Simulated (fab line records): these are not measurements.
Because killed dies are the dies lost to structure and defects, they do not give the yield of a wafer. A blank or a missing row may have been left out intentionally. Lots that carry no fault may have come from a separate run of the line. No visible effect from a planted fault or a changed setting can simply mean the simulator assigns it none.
The tool behind it: which one? -- flow sky130 -- 15 lots, 45 wafers sampled, at 2 steps of a route of 708

## WHAT EACH GAUGE READ, for each wafer
The record lacks any reading of a measuring or inspecting step that a usual standard deviation could be used to judge.

## WHAT TOOL EACH LOT RAN ON (gives the tool, then ch and the chambers of the sampled wafers, and finally the start)
lot,SKY_VIA1_SOFTBAKE_08,SKY_PAD_OPEN_PROBE_99
L462,"litho-track-04 ch 0, day 33 07:00",-
L463,"litho-track-03 ch 0, day 34 01:00",-
L467,"litho-track-04 ch 0, day 34 21:00",-
L471,"litho-track-04 ch 0, day 35 22:00",-
L472,"litho-track-02 ch 0, day 36 12:00","prober-02, day 48 03:43"
L474,"litho-track-03 ch 0, day 39 11:00","prober-02, day 50 08:17"
L475,"litho-track-03 ch 0, day 39 12:00","prober-01, day 50 08:37"
L478,"litho-track-03 ch 0, day 39 12:00","prober-02, day 50 09:50"
L477,"litho-track-03 ch 0, day 39 13:00","prober-01, day 50 10:14"
L476,"litho-track-04 ch 0, day 39 14:00",-
L481,"litho-track-03 ch 0, day 39 15:00","prober-01, day 50 12:07"
L480,"litho-track-04 ch 0, day 39 15:00","prober-02, day 50 13:14"
L479,"litho-track-03 ch 0, day 39 16:00",-
L482,"litho-track-03 ch 0, day 39 18:00","prober-01, day 50 13:33"
L485,"litho-track-04 ch 0, day 40 05:00",-
- SKY_VIA1_SOFTBAKE_08: time 90 s.
- SKY_PAD_OPEN_PROBE_99

## AS READ BY THE TOOLS THEMSELVES (means over the sampled wafers that have a number; for cases with no such wafer, the mark the record gives instead)
SKY_VIA1_SOFTBAKE_08. Usual: exhaust-pa 45.2 Pa, standard deviation 0.94; heater-power-total-W 57.37 W, standard deviation 0.11; plate-temp-C 100.03 C, standard deviation 0.11.
lot,tool,exhaust-pa (Pa),heater-power-total-W (W),plate-temp-C (C),flag
L462,litho-track-04,44.5,57.37,100.12,
L463,litho-track-03,44.5,57.48,99.95,
L467,litho-track-04,44.7,57.34,100.16,
L471,litho-track-04,46.0,57.40,99.98,
L472,litho-track-02,44.6,57.40,100.08,
L474,litho-track-03,45.1,57.37,99.96,
L475,litho-track-03,44.2,57.38,99.93,
L478,litho-track-03,46.2,57.34,99.93,
L477,litho-track-03,46.0,57.43,99.97,
L476,litho-track-04,45.9,57.36,99.91,
L481,litho-track-03,45.7,56.34,98.71,OFF
L480,litho-track-04,46.2,57.35,99.92,
L479,litho-track-03,44.8,56.27,98.65,OFF
L482,litho-track-03,45.7,56.25,98.80,OFF
L485,litho-track-04,44.7,57.32,100.04,

SKY_PAD_OPEN_PROBE_99. Usual: defect-limited-yield 82.3 %, standard deviation 2; killed_at_M0_to_M3 44, standard deviation 7.9; killed_at_M4_up 3.1, standard deviation 1.9; killed-at-contacts 24, standard deviation 4.6; killed-at-front-end 16, standard deviation 4.9; killed-at-other 0.3, standard deviation 0.6; killed-dies 87, standard deviation 9.7; killed-open 48, standard deviation 7.2; killed-short 39, standard deviation 5.6; sort_bin_3_pad_short 0.8 %, standard deviation 0.47; sort_bin_5_function 10.4 %, standard deviation 1.5; sort_bin_6_memory 6.5 %, standard deviation 1.1; sort-n-pass 405, standard deviation 9.7; sort-yield-pct 82.3 %, standard deviation 2.
lot,tool,defect-limited-yield (%),killed_at_M0_to_M3,killed_at_M4_up,killed-at-contacts,killed-at-front-end,killed-at-other,killed-dies,killed-open,killed-short,sort_bin_3_pad_short (%),sort_bin_5_function (%),sort_bin_6_memory (%),sort-n-pass,sort-yield-pct (%),flag
L472,prober-02,82.1,47,3.0,21,16,0.0,88,48,40,0.9,10.1,6.9,404,82.1,
L474,prober-02,81.6,41,3.0,27,19,0.7,91,49,41,0.9,11.1,6.4,401,81.6,
L475,prober-01,81.8,40,2.3,24,22,0.7,89,51,38,0.8,9.8,7.6,403,81.8,
L478,prober-02,82.0,44,2.0,26,16,0.3,89,47,42,1.0,10.7,6.3,403,82.0,
L477,prober-01,82.8,44,3.3,21,16,0.0,85,46,39,0.7,10.7,5.8,407,82.8,
L481,prober-01,84.3,37,3.0,24,13,0.0,77,35,42,1.2,8.9,5.5,415,84.3,
L480,prober-02,82.9,38,2.0,26,17,0.7,84,43,40,0.5,10.3,6.2,408,82.9,
L482,prober-01,79.5,51,4.0,30,16,0.0,101,57,41,0.6,12.0,7.9,391,79.5,

## THE ANSWER, worked out from the rows above alone
Rule: a lot counts as off when the mean over its wafers that have a number is more than 3 standard deviations away from the usual mean. Also off: a lot with no number at a reading for which 4 or more lots have one. All remaining lots with rows at the step are treated as sound. The gauges are gone through in route order, then the tools' own readings, and for those a lot's mean is taken as printed above. The first step at which some lot is off is used, and at that step the reading that is off furthest; a lot without a number counts as furthest.
Off, at SKY_VIA1_SOFTBAKE_08 on plate-temp-C: L481, L479, L482.
If a tool, at that step or one of the process steps before it, ran each lot that is off and ran no sound lot following the first of them, it fits. One fits: SKY_VIA1_SOFTBAKE_08 on litho-track-03. A fault onset in the window from L477 (day 39 13:00, its last sound lot) to L481 (day 39 15:00, its first lot off) fits.
The tool's own readings at SKY_VIA1_SOFTBAKE_08 bear it out: on the lots that are off they differ by more than 5 times the standard deviation of the sound lots' means. heater-power-total-W reads 56.29 W there against 57.38 W on the sound lots; plate-temp-C reads 98.72 C there against 100.00 C on the sound lots.

## WHAT HAD BEEN PUT IN BY THE SIMULATOR
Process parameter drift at SKY_VIA1_SOFTBAKE_08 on litho-track-03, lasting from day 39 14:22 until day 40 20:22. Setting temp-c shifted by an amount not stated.
Shown lots that were struck: L481, L479, L482. This agrees with what the rule above found.
